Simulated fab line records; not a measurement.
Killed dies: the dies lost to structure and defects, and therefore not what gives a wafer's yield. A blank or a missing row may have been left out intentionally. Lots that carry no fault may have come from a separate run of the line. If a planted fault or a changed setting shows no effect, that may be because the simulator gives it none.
Which tool was responsible? / flow sky130 / 12 lots, 36 wafers sampled, at 2 steps of a route of 708

== WHAT EACH GAUGE READ, for each wafer ==
SKY_POLY_CUT_CD_MEAS_08: the cd target is 270 nm. Usual: cd nm reads 269.9 nm (standard deviation 1.5).
lot=L431; measured=day 24 10:25; on=cd sem-02; cd nm (nm)=270.4 270.1 268.4; flag=
lot=L432; measured=day 24 14:49; on=cd sem-01; cd nm (nm)=269.4 270.0 269.5; flag=
lot=L433; measured=day 25 00:52; on=cd sem-02; cd nm (nm)=268.6 268.4 269.5; flag=
lot=L435; measured=day 25 19:56; on=cd sem-01; cd nm (nm)=270.3 269.8 270.5; flag=
lot=L437; measured=day 26 12:57; on=cd sem-01; cd nm (nm)=269.7 269.0 269.6; flag=
lot=L436; measured=day 26 16:46; on=cd sem-02; cd nm (nm)=269.7 270.6 270.1; flag=
lot=L439; measured=day 27 15:27; on=cd sem-02; cd nm (nm)=268.7 270.8 269.7; flag=
lot=L440; measured=day 28 00:34; on=cd sem-01; cd nm (nm)=269.8 269.5 269.9; flag=
lot=L442; measured=day 28 04:20; on=cd sem-01; cd nm (nm)=273.3 273.3 273.1; flag=
lot=L447; measured=day 30 06:48; on=cd sem-01; cd nm (nm)=269.2 266.3 268.2; flag=
lot=L450; measured=day 31 03:42; on=cd sem-02; cd nm (nm)=270.6 270.3 272.3; flag=
lot=L454; measured=day 31 22:15; on=cd sem-02; cd nm (nm)=271.4 271.1 272.6; flag=

== WHAT TOOL EACH LOT RAN ON (gives the tool, then ch and the chambers of the sampled wafers, and finally the start) ==
lot=L431; SKY_POLY_GATE_ETCH_16=rie diel-03 ch 1,2, day 16 12:14
lot=L432; SKY_POLY_GATE_ETCH_16=rie diel-01 ch 0,1,3, day 16 19:38
lot=L433; SKY_POLY_GATE_ETCH_16=rie diel-02 ch 1,2, day 17 05:22
lot=L435; SKY_POLY_GATE_ETCH_16=rie diel-03 ch 1,3, day 18 01:13
lot=L437; SKY_POLY_GATE_ETCH_16=rie diel-01 ch 0,1,2, day 18 15:51
lot=L436; SKY_POLY_GATE_ETCH_16=rie diel-01 ch 0,1,2, day 18 19:19
lot=L439; SKY_POLY_GATE_ETCH_16=rie diel-01 ch 0,2, day 19 16:14
lot=L440; SKY_POLY_GATE_ETCH_16=rie diel-01 ch 2,3, day 20 06:36
lot=L442; SKY_POLY_GATE_ETCH_16=rie diel-03 ch 0,2,3, day 20 08:24
lot=L447; SKY_POLY_GATE_ETCH_16=rie diel-03 ch 0,3, day 22 17:50
lot=L450; SKY_POLY_GATE_ETCH_16=rie diel-03 ch 2,3, day 23 17:27
lot=L454; SKY_POLY_GATE_ETCH_16=rie diel-02 ch 1,2, day 24 16:20
- SKY_POLY_GATE_ETCH_16: etches Si3N4 in CH3F/O2, stops on poly-Si, time 147.5 s, target depth 75 nm.

== WHAT THE TOOLS THEMSELVES READ (means of the sampled wafers that have a number; where no wafer has one, the mark that the record gives instead) ==
SKY_POLY_GATE_ETCH_16. Usual: bias w 80.02 W, standard deviation 0.26; ch3f flow sccm 40.00 sccm, standard deviation 0.12; drypump motor current A 5.7 A, standard deviation 0.31; oes product au 0.639 a.u., standard deviation 0.0053; throttle valve pct 10.535 %, standard deviation 0.009.
lot=L431; tool=rie diel-03; bias w (W)=80.18; ch3f flow sccm (sccm)=39.86; drypump motor current A (A)=5.8; oes product au (a.u.)=0.643; throttle valve pct (%)=10.533; flag=
lot=L432; tool=rie diel-01; bias w (W)=80.01; ch3f flow sccm (sccm)=39.84; drypump motor current A (A)=5.8; oes product au (a.u.)=0.638; throttle valve pct (%)=10.532; flag=
lot=L433; tool=rie diel-02; bias w (W)=79.63; ch3f flow sccm (sccm)=39.98; drypump motor current A (A)=5.8; oes product au (a.u.)=0.637; throttle valve pct (%)=10.541; flag=
lot=L435; tool=rie diel-03; bias w (W)=80.10; ch3f flow sccm (sccm)=39.97; drypump motor current A (A)=5.7; oes product au (a.u.)=0.642; throttle valve pct (%)=10.539; flag=
lot=L437; tool=rie diel-01; bias w (W)=79.92; ch3f flow sccm (sccm)=39.99; drypump motor current A (A)=5.7; oes product au (a.u.)=0.638; throttle valve pct (%)=10.529; flag=
lot=L436; tool=rie diel-01; bias w (W)=80.35; ch3f flow sccm (sccm)=39.85; drypump motor current A (A)=5.7; oes product au (a.u.)=0.641; throttle valve pct (%)=10.534; flag=
lot=L439; tool=rie diel-01; bias w (W)=79.94; ch3f flow sccm (sccm)=40.01; drypump motor current A (A)=5.7; oes product au (a.u.)=0.635; throttle valve pct (%)=10.534; flag=
lot=L440; tool=rie diel-01; bias w (W)=79.88; ch3f flow sccm (sccm)=39.98; drypump motor current A (A)=5.7; oes product au (a.u.)=0.643; throttle valve pct (%)=10.534; flag=
lot=L442; tool=rie diel-03; bias w (W)=79.86; ch3f flow sccm (sccm)=40.14; drypump motor current A (A)=5.8; oes product au (a.u.)=0.638; throttle valve pct (%)=10.526; flag=
lot=L447; tool=rie diel-03; bias w (W)=80.09; ch3f flow sccm (sccm)=39.98; drypump motor current A (A)=5.7; oes product au (a.u.)=0.635; throttle valve pct (%)=10.536; flag=
lot=L450; tool=rie diel-03; bias w (W)=79.85; ch3f flow sccm (sccm)=40.01; drypump motor current A (A)=5.9; oes product au (a.u.)=0.638; throttle valve pct (%)=10.527; flag=
lot=L454; tool=rie diel-02; bias w (W)=79.96; ch3f flow sccm (sccm)=40.12; drypump motor current A (A)=5.7; oes product au (a.u.)=0.634; throttle valve pct (%)=10.531; flag=

== THE ANSWER, worked out from the rows above alone ==
Rule: a lot counts as off when the mean over its wafers that have a number is more than 3 standard deviations away from the usual mean. A lot without any number at a reading at which 4 lots or more have one is off too. The other lots that the step has rows for count as sound. The gauges are gone through in route order, then the tools' own readings, and for those a lot's mean is taken as printed above. At the first step where some lot is off, the reading lying furthest off is the one used; lots without a number count as furthest.
None of the lots is off at any reading shown; this tells nothing.

== WHAT THE SIMULATOR HAD PUT IN ==
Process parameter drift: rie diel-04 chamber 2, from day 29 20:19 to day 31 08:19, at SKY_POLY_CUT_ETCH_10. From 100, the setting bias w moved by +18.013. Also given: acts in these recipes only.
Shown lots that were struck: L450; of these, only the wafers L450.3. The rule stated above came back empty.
